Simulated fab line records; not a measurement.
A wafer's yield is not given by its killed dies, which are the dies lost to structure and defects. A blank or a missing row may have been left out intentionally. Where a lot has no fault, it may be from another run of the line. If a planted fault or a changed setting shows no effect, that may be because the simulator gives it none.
fab line records ; flow sfq-line
record: lots: 14; wafers: 42; last-day: 87
route steps=325 shown I3@134
lots with no fault: from the same line, run without faults
start-h: the number of hours between the record's first day and the start of the first shown wafer of the lot ; wait-h: hours from the lot's prior step to this one ; " as in the row above ; L1.1+2: several wafers, shown together as one row ; - value missing, or start not given ; * or withheld: withheld ; < > ~ a bound
route shown NAME@n: a module of which the file shows steps, and the number in the route of the first ; usual: mean/standard deviation taken from wafers without a fault ; same: alike in all rows ; chamber/n: place in a boat ; sites: readings site by site ; _std_site: the values' standard deviation ; _edge_site: outer sites' mean less inner sites' ; radius-mm: how far each site lies from the wafer's centre ; mask NAME#n: copy n ; behind: the most recent tool/chamber to have shaped the wafer ; hold: why the lot went on hold/how many hours it stayed there/how the hold came to an end ; device: the transistor (n, p or np) that didn't switch ; end of line: the tests these same wafers got at the end of their route ; a step without rows: its recipe alone ; killed: the dies lost at the first sort to structure and to defects; this is not the yield of the wafer ; map: the dies of a wafer, with x for killed, . for not killed, _ for no die there
set.NAME: the run value of the setting; set.NAME@STEP: its run value at that earlier step ; model.NAME: the simulator's own value behind a step, which no gauge read
route steps across a sampled set of lots; one table per step, one row per wafer
services: when a tool's chamber went out of use (start-h, in hours from the record's first day, below 0 if earlier), for how many hours, and the reason
== steps ==
step: SFQ_TRILAYER_I3_CMP_CMP_082
recipe: material: SiO2; down-force-psi: 3; platen-rpm: 60; pad-velocity-m-s: 0.94248
usual: motor-current-A: 10.1/1.1; platen-rpm: 60.00/0.037; time-to-endpoint-s: 216/7.1
lot.wafer;tool;chamber;start-h;wait-h;motor-current-A;platen-rpm;time-to-endpoint-s
L969.4;cmp-01;0;883.38;55.9;9.2;60.03;216
L969.2;cmp-01;2;884.38;57.0;11.1;60.01;211
L969.5;cmp-01;0;885.38;57.9;9.7;60.01;214
L970.3;cmp-02;3;928.59;36.2;8.5;59.98;196
L970.4;cmp-02;0;928.59;36.2;10.2;59.95;211
L970.5;cmp-02;3;930.59;38.1;8.2;60.00;207
L971.4;cmp-02;0;931.09;30.9;9.6;59.92;217
L971.2;cmp-02;1;931.09;30.9;9.9;59.95;218
L971.5;cmp-02;1;933.59;33.4;9.1;60.04;224
L973.3;cmp-02;2;938.59;17.2;10.2;60.03;220
L973.6;cmp-02;3;938.59;17.2;8.9;59.95;217
L973.5;cmp-02;0;938.59;17.2;10.3;59.92;219
L974.4;cmp-02;1;940.59;9.6;9.9;59.99;227
L974.2;cmp-02;3;941.59;10.6;8.8;60.00;221
L974.6;cmp-02;0;941.59;10.6;10.1;60.02;221
L976.3;cmp-02;3;955.09;9.7;8.4;60.01;214
L976.1;cmp-02;1;956.09;10.7;9.7;65.96;200
L976.2;cmp-02;2;956.09;10.7;10.6;60.04;220
L977.1;cmp-02;2;958.59;9.6;10.7;59.92;228
L977.3;cmp-02;0;959.59;10.6;9.8;59.99;220
L977.5;cmp-02;1;959.59;10.6;9.2;66.00;216
L981.1;cmp-02;3;1113.83;5.0;8.3;59.98;205
L981.2;cmp-02;0;1113.83;5.0;10.1;60.05;204
L981.4;cmp-02;1;1113.83;5.0;9.4;60.02;214
L984.4;cmp-02;2;1122.33;7.5;10.1;59.99;220
L984.3;cmp-02;0;1123.33;8.6;9.5;60.02;216
L984.5;cmp-02;2;1124.33;9.5;10.6;60.01;220
L988.3;cmp-01;0;1288.55;1.8;8.9;60.06;218
L988.2;cmp-01;1;1288.55;1.8;12.3;60.01;224
L988.1;cmp-01;3;1290.05;3.3;11.3;59.97;211
L989.2;cmp-02;1;1291.80;2.7;9.2;60.00;218
L989.3;cmp-02;2;1291.80;2.7;10.7;60.04;215
L989.6;cmp-02;3;1291.80;2.7;8.6;60.03;205
L990.1;cmp-01;3;1294.55;1.8;11.6;60.02;223
L990.3;cmp-01;1;1295.55;2.8;12.4;60.01;220
L990.2;cmp-01;2;1295.55;2.8;11.9;59.98;205
L991.2;cmp-02;1;1309.27;1.0;9.9;60.01;215
L991.6;cmp-02;0;1310.77;2.4;10.1;60.00;223
L991.5;cmp-02;1;1310.77;2.4;9.4;59.97;223
L992.3;cmp-02;2;1320.77;2.9;10.6;60.01;214
L992.6;cmp-02;0;1321.77;3.8;9.9;60.03;214
L992.5;cmp-02;1;1321.77;3.8;9.3;60.01;219
== services ==
tool;chamber;start-h;hours;kind
cmp-02;-;875.63;10.5;pm
cmp-02;-;913.36;0.6;repair
cmp-01;-;916.38;4.0;pm
cmp-01;-;920.38;-;consumable-replace:conditioner
cmp-01;-;920.38;-;consumable-replace:pad
cmp-01;-;973.76;0.7;repair
cmp-01;-;977.41;4.8;pm
cmp-02;-;983.30;0.7;repair
cmp-01;-;1019.66;6.0;repair
cmp-01;-;1071.36;6.5;repair
cmp-02;-;1071.37;1.0;repair
cmp-02;-;1091.21;4.0;pm
cmp-02;-;1092.74;9.9;repair
cmp-02;-;1095.21;-;consumable-replace:conditioner
cmp-02;-;1095.21;-;consumable-replace:pad
cmp-02;-;1107.90;2.4;repair
cmp-01;-;1151.98;1.2;repair
cmp-02;-;1170.33;4.4;pm
cmp-01;-;1188.43;0.3;repair
cmp-02;-;1230.56;1.1;repair
cmp-02;-;1251.88;2.5;repair
cmp-01;-;1256.38;4.0;pm
cmp-02;-;1286.89;3.9;repair
cmp-01;-;1316.15;5.9;pm
== key ==
first-sign: step: SFQ_TRILAYER_I3_CMP_CMP_082; reading: platen-rpm; direction: up; sigmas: 99+; usual: 60.00; struck: 65.98
effect none on later readings
met-at SFQ_TRILAYER_I3_CMP_CMP_082
struck-lots L976,L977
struck-wafers L976.1,L977.5
onset-between 940.59 955.09
fault: kind: process-parameter-drift; tool: cmp-02; chamber: 1; onset-h: 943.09; steps: SFQ_TRILAYER_I3_CMP_CMP_082; channel: platen-rpm; offset: 6; shape: step; end-h: 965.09; acts-in: these-recipes-only; stated: 60
